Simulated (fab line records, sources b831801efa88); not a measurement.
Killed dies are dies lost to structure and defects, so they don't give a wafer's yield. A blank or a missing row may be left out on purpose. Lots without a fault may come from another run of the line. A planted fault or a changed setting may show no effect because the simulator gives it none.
Which tool did it? | flow sky130 | 24 lots, 72 wafers sampled, at 5 steps of a route of 708

WHAT THE GAUGES READ, wafer by wafer
SKY_VIA1_THK_MEAS_01.
lot  | measured     | on            | VIA1_HDPCVD_THK (nm)
L074 | day 32 20:56 | film_metro-03 | 1036 1041 1031
L075 | day 33 13:46 | film_metro-02 | 1027 1033 1032
L076 | day 33 18:29 | film_metro-01 | 1023 1031 1028
L077 | day 34 08:38 | film_metro-03 | 1031 1047 1035
L078 | day 34 13:39 | film_metro-01 | 1016 1022 1018
L079 | day 34 21:38 | film_metro-02 | 1014 1034 1031
L080 | day 35 03:50 | film_metro-02 | 1014 1026 1023
L082 | day 35 15:35 | film_metro-02 | 1031 1024 1027
L081 | day 35 16:32 | film_metro-03 | 1019 1028 1032
L083 | day 36 03:29 | film_metro-02 | 1020 1017 1012
L084 | day 36 13:38 | film_metro-03 | 1030 1048 1033
L085 | day 36 14:13 | film_metro-02 | 1027 1029 1023
L086 | day 37 00:54 | film_metro-03 | 1008 1029 1029
L087 | day 37 06:48 | film_metro-03 | 1021 1022 1033
L088 | day 37 16:34 | film_metro-01 | 1027 1021 1031
L089 | day 38 02:16 | film_metro-03 | 1018 1027 1034
L090 | day 38 05:26 | film_metro-02 | 1019 1010 1039
L091 | day 38 12:44 | film_metro-01 | 1034 1026 1026
L092 | day 38 22:09 | film_metro-02 | 1035 1033 1041
L093 | day 39 00:13 | film_metro-01 | 1034 1028 1031
L094 | day 39 02:59 | film_metro-03 | 1027 1032 1016
L095 | day 39 20:50 | film_metro-03 | 1035 1026 1024
L096 | day 40 02:59 | film_metro-02 | 1016 1012 1022
L097 | day 40 14:35 | film_metro-02 | 1023 1016 1011

SKY_VIA2_BOW_MEAS_03.
lot  | measured     | on            | VIA2_BOW (um)
L074 | day 35 05:38 | film_metro-04 | 81 79 77
L075 | day 35 22:24 | film_metro-03 | 82 88 87
L076 | day 36 02:59 | film_metro-04 | 96 106 81
L077 | day 36 17:00 | film_metro-03 | 89 85 87
L078 | day 36 22:52 | film_metro-03 | 88 85 83
L079 | day 37 04:56 | film_metro-04 | 103 86 93
L080 | day 37 11:28 | film_metro-02 | 80 90 84
L082 | day 37 22:54 | film_metro-04 | 89 104 89
L081 | day 38 00:26 | film_metro-04 | 84 91 83
L083 | day 38 11:16 | film_metro-04 | 86 88 74
L084 | day 38 20:21 | film_metro-03 | 93 80 83
L085 | day 38 21:41 | film_metro-04 | 111 98 85
L086 | day 39 07:25 | film_metro-03 | 90 87 90
L087 | day 39 13:13 | film_metro-04 | 90 78 85
L088 | day 39 22:07 | film_metro-02 | 76 84 90
L089 | day 40 08:25 | film_metro-02 | 84 80 94
L090 | day 40 10:49 | film_metro-02 | 86 86 90
L091 | day 40 18:21 | film_metro-03 | 73 86 87
L092 | day 41 02:53 | film_metro-03 | 95 87 85
L093 | day 41 04:29 | film_metro-04 | 85 97 86
L094 | day 41 07:27 | film_metro-03 | 73 73 79
L095 | day 42 00:23 | film_metro-04 | 89 90 91
L096 | day 42 07:20 | film_metro-03 | 84 80 85
L097 | day 42 18:04 | film_metro-04 | 88 79 74

SKY_CAPM_THK_MEAS_04: measures by xrf.
lot  | measured     | on            | CAPM_TIN_THK (nm)
L074 | day 36 09:08 | film_metro-01 | 200.1 201.3 197.2
L075 | day 37 03:27 | film_metro-02 | 194.8 196.1 194.2
L076 | day 37 07:13 | film_metro-04 | 196.4 197.4 194.4
L077 | day 37 20:45 | film_metro-04 | 199.2 202.0 200.5
L078 | day 38 02:52 | film_metro-04 | 195.3 196.1 197.6
L079 | day 38 08:21 | film_metro-02 | 200.4 199.8 201.4
L080 | day 38 15:27 | film_metro-04 | 194.9 196.0 197.8
L082 | day 39 02:39 | film_metro-01 | 199.4 199.6 201.1
L081 | day 39 04:07 | film_metro-01 | 195.4 196.1 195.3
L083 | day 39 14:06 | film_metro-04 | 199.2 198.7 198.0
L084 | day 39 23:16 | film_metro-02 | 199.8 198.1 198.8
L085 | day 40 00:16 | film_metro-02 | 203.3 202.1 201.6
L086 | day 40 10:31 | film_metro-02 | 199.0 198.6 197.7
L087 | day 40 16:04 | film_metro-04 | 192.5 195.2 195.3
L088 | day 41 00:44 | film_metro-02 | 198.2 198.9 199.4
L089 | day 41 10:38 | film_metro-02 | 196.6 194.8 196.6
L090 | day 41 13:13 | film_metro-01 | 202.4 201.0 200.8
L091 | day 41 21:25 | film_metro-04 | 199.1 197.5 198.3
L092 | day 42 04:37 | film_metro-01 | 197.8 199.5 198.2
L093 | day 42 07:03 | film_metro-02 | 199.5 200.4 201.0
L094 | day 42 08:53 | film_metro-01 | 200.1 199.9 199.7
L095 | day 43 01:55 | film_metro-01 | 201.3 202.4 201.4
L096 | day 43 08:14 | film_metro-02 | 197.5 197.6 198.3
L097 | day 43 19:30 | film_metro-01 | 201.2 202.6 198.7

SKY_VIA3_BOW_MEAS_03.
lot  | measured     | on            | VIA3_BOW (um)
L074 | day 38 14:43 | film_metro-02 | 73 70 69
L075 | day 39 07:48 | film_metro-02 | 74 78 78
L076 | day 39 11:55 | film_metro-03 | 85 95 70
L077 | day 40 00:53 | film_metro-02 | 86 81 85
L078 | day 40 07:37 | film_metro-02 | 84 82 78
L079 | day 40 12:05 | film_metro-02 | 98 79 85
L080 | day 40 19:57 | film_metro-01 | 74 85 79
L082 | day 41 05:27 | film_metro-03 | 83 95 81
L081 | day 41 07:27 | film_metro-02 | 75 80 74
L083 | day 41 17:21 | film_metro-03 | 80 83 68
L084 | day 42 01:50 | film_metro-01 | 86 73 74
L085 | day 42 02:47 | film_metro-03 | 103 91 79
L086 | day 42 12:47 | film_metro-01 | 89 85 86
L087 | day 42 17:47 | film_metro-03 | 82 71 77
L088 | day 43 03:00 | film_metro-02 | 67 74 81
L089 | day 43 12:18 | film_metro-02 | 82 78 93
L090 | day 43 14:13 | film_metro-01 | 80 81 83
L091 | day 43 22:12 | film_metro-01 | 65 78 78
L092 | day 44 04:42 | film_metro-03 | 91 81 77
L093 | day 44 06:47 | film_metro-02 | 82 95 82
L094 | day 44 08:29 | film_metro-03 | 74 72 79
L095 | day 44 23:38 | film_metro-02 | 79 78 79
L096 | day 45 07:22 | film_metro-03 | 79 74 79
L097 | day 45 17:34 | film_metro-03 | 83 73 69

WHICH TOOL RAN EACH LOT (tool, then ch and the chambers of the sampled wafers, then the start)
lot  | SKY_VIA1_SPUTTER_20
L074 | pvd_sputter-03, day 34 00:46
L075 | pvd_sputter-01, day 34 17:14
L076 | pvd_sputter-01, day 34 21:56
L077 | pvd_sputter-03, day 35 12:49
L078 | pvd_sputter-03, day 35 17:24
L079 | pvd_sputter-02, day 36 00:46
L080 | pvd_sputter-01, day 36 07:22
L082 | pvd_sputter-01, day 36 19:14
L081 | pvd_sputter-02, day 36 20:11
L083 | pvd_sputter-03, day 37 06:45
L084 | pvd_sputter-01, day 37 16:30
L085 | pvd_sputter-03, day 37 17:41
L086 | pvd_sputter-01, day 38 04:20
L087 | pvd_sputter-03, day 38 10:07
L088 | pvd_sputter-01, day 38 19:22
L089 | pvd_sputter-03, day 39 04:56
L090 | pvd_sputter-03, day 39 07:27
L091 | pvd_sputter-03, day 39 14:48
L092 | pvd_sputter-01, day 40 00:19
L093 | pvd_sputter-02, day 40 02:25
L094 | pvd_sputter-03, day 40 05:12
L095 | pvd_sputter-03, day 40 21:55
L096 | pvd_sputter-03, day 41 04:05
L097 | pvd_sputter-02, day 41 15:48
- SKY_VIA1_SPUTTER_20: material TiN, target thk 20 nm, time 80 s.

WHAT THE TOOLS THEMSELVES READ (means of the sampled wafers that have a number; where no wafer has one, the mark that the record gives instead)
SKY_VIA1_SPUTTER_20.
lot  | tool           | throttle_valve_pct (%)
L074 | pvd_sputter-03 | 29.5
L075 | pvd_sputter-01 | 30.0
L076 | pvd_sputter-01 | 29.0
L077 | pvd_sputter-03 | 30.1
L078 | pvd_sputter-03 | 29.6
L079 | pvd_sputter-02 | 30.6
L080 | pvd_sputter-01 | 28.6
L082 | pvd_sputter-01 | 29.3
L081 | pvd_sputter-02 | 31.0
L083 | pvd_sputter-03 | 30.1
L084 | pvd_sputter-01 | 29.6
L085 | pvd_sputter-03 | 30.0
L086 | pvd_sputter-01 | 29.6
L087 | pvd_sputter-03 | 29.7
L088 | pvd_sputter-01 | 29.7
L089 | pvd_sputter-03 | 29.7
L090 | pvd_sputter-03 | 29.7
L091 | pvd_sputter-03 | 29.8
L092 | pvd_sputter-01 | 30.5
L093 | pvd_sputter-02 | 30.5
L094 | pvd_sputter-03 | 29.3
L095 | pvd_sputter-03 | 29.9
L096 | pvd_sputter-03 | 30.1
L097 | pvd_sputter-02 | 30.5

THE ANSWER, worked out from the rows above alone
Rule: what is usual is taken from the lots themselves. Put in order of their means at a reading, lots are off if they are a third of the lots or fewer, leave a main group of 4 or more, and stand apart from it by a gap of 3 or more times the standard deviation of the main group's means; of several such gaps the widest counts. A main group whose means are all the same, to the digits that the tables above print for the reading, isn't used. A lot without any number at a reading at which 4 lots or more have one is off too. The other lots that the step has rows for count as sound. The gauges are gone through in route order, then the tools' own readings, and for those a lot's mean is taken as printed above. The first step at which some lot is off is used, and at that step the reading that is off furthest; a lot without a number counts as furthest.
No lot is off at any reading shown: from this, nothing can be told.

WHAT THE SIMULATOR HAD PUT IN
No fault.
